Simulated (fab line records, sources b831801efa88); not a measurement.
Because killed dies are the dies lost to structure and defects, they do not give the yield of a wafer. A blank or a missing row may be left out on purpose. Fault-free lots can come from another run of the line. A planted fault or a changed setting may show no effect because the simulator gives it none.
Chamber matching :: flow gf180mcu :: GF_V4_CMP_26 on cmp-02: 4 sister chambers
The step polishes, stops on SiO2, t overpolish 15 s, target thk 0 nm. 14 wafers are shown with their chamber, then 6 later ones without.

== WAFERS WITH THEIR CHAMBER ==
wafer: L299.2
chamber: 2
motor current A (A): 10.8
time to endpoint s (s): 90
overpolish run s (s): 14.986

wafer: L299.5
chamber: 3
motor current A (A): 9.4
time to endpoint s (s): 79
overpolish run s (s): 15.008

wafer: L302.1
chamber: 3
motor current A (A): 10.0
time to endpoint s (s): 81
overpolish run s (s): 15.001

wafer: L302.5
chamber: 1
motor current A (A): 12.9
time to endpoint s (s): 87
overpolish run s (s): 14.988

wafer: L302.6
chamber: 0
motor current A (A): 10.3
time to endpoint s (s): 80
overpolish run s (s): 15.010

wafer: L304.2
chamber: 1
motor current A (A): 12.7
time to endpoint s (s): 92
overpolish run s (s): 15.006

wafer: L304.3
chamber: 2
motor current A (A): 10.9
time to endpoint s (s): 87
overpolish run s (s): 15.002

wafer: L304.4
chamber: 3
motor current A (A): 9.5
time to endpoint s (s): 85
overpolish run s (s): 14.995

wafer: L305.2
chamber: 0
motor current A (A): 9.6
time to endpoint s (s): 84
overpolish run s (s): 14.988

wafer: L305.3
chamber: 3
motor current A (A): 9.7
time to endpoint s (s): 90
overpolish run s (s): 15.017

wafer: L305.5
chamber: 2
motor current A (A): 10.5
time to endpoint s (s): 95
overpolish run s (s): 14.991

wafer: L309.2
chamber: 1
motor current A (A): 12.3
time to endpoint s (s): 97
overpolish run s (s): 15.004

wafer: L309.4
chamber: 3
motor current A (A): 10.0
time to endpoint s (s): 87
overpolish run s (s): 14.998

wafer: L309.6
chamber: 2
motor current A (A): 11.3
time to endpoint s (s): 96
overpolish run s (s): 14.994

SIGNATURES, as means of the wafers listed above
reading: motor current A
chamber 0: 9.950
chamber 1: 12.633
chamber 2: 10.875
chamber 3: 9.720
scatter within a chamber: 0.327

reading: time to endpoint s
chamber 0: 82.00
chamber 1: 92.00
chamber 2: 92.00
chamber 3: 84.40
scatter within a chamber: 4.37

reading: overpolish run s
chamber 0: 14.99900
chamber 1: 14.99933
chamber 2: 14.99325
chamber 3: 15.00380
scatter within a chamber: 0.00939
Rule: distance of a wafer from a chamber = root of the sum over the readings of ((wafer's reading minus chamber's mean) / reading's scatter) squared. The wafer belongs to the nearest chamber; if the next one is less than 2 further off, it can't be placed. How the scatter is found: for the shown wafers, subtract from each reading the mean of its chamber, square and add these, divide the total by (wafers less chambers), then take the root.

== WAFERS WITH NO CHAMBER GIVEN ==
wafer: L318.3
motor current A (A): 10.7
time to endpoint s (s): 90
overpolish run s (s): 15.008

wafer: L318.4
motor current A (A): 9.6
time to endpoint s (s): 84
overpolish run s (s): 14.995

wafer: L318.5
motor current A (A): 12.3
time to endpoint s (s): 92
overpolish run s (s): 14.998

wafer: L321.2
motor current A (A): 10.2
time to endpoint s (s): 81
overpolish run s (s): 15.011

wafer: L321.3
motor current A (A): 9.9
time to endpoint s (s): 88
overpolish run s (s): 15.003

wafer: L321.5
motor current A (A): 10.1
time to endpoint s (s): 94
overpolish run s (s): 15.014

== THE CHAMBER EACH PASSED THROUGH ==
wafer: L318.3
from the rows above: can't be placed: 2 or 0 or 3
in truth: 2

wafer: L318.4
from the rows above: can't be placed: 3 or 0
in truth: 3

wafer: L318.5
from the rows above: 1
in truth: 1

wafer: L321.2
from the rows above: can't be placed: 0 or 3
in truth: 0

wafer: L321.3
from the rows above: can't be placed: 3 or 0
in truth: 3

wafer: L321.5
from the rows above: can't be placed: 3 or 0 or 2
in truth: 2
1 of 6 placed correctly. From these rows, 5 cannot be placed; in 5 the true chamber is one of the candidates. 0 placed wrongly.
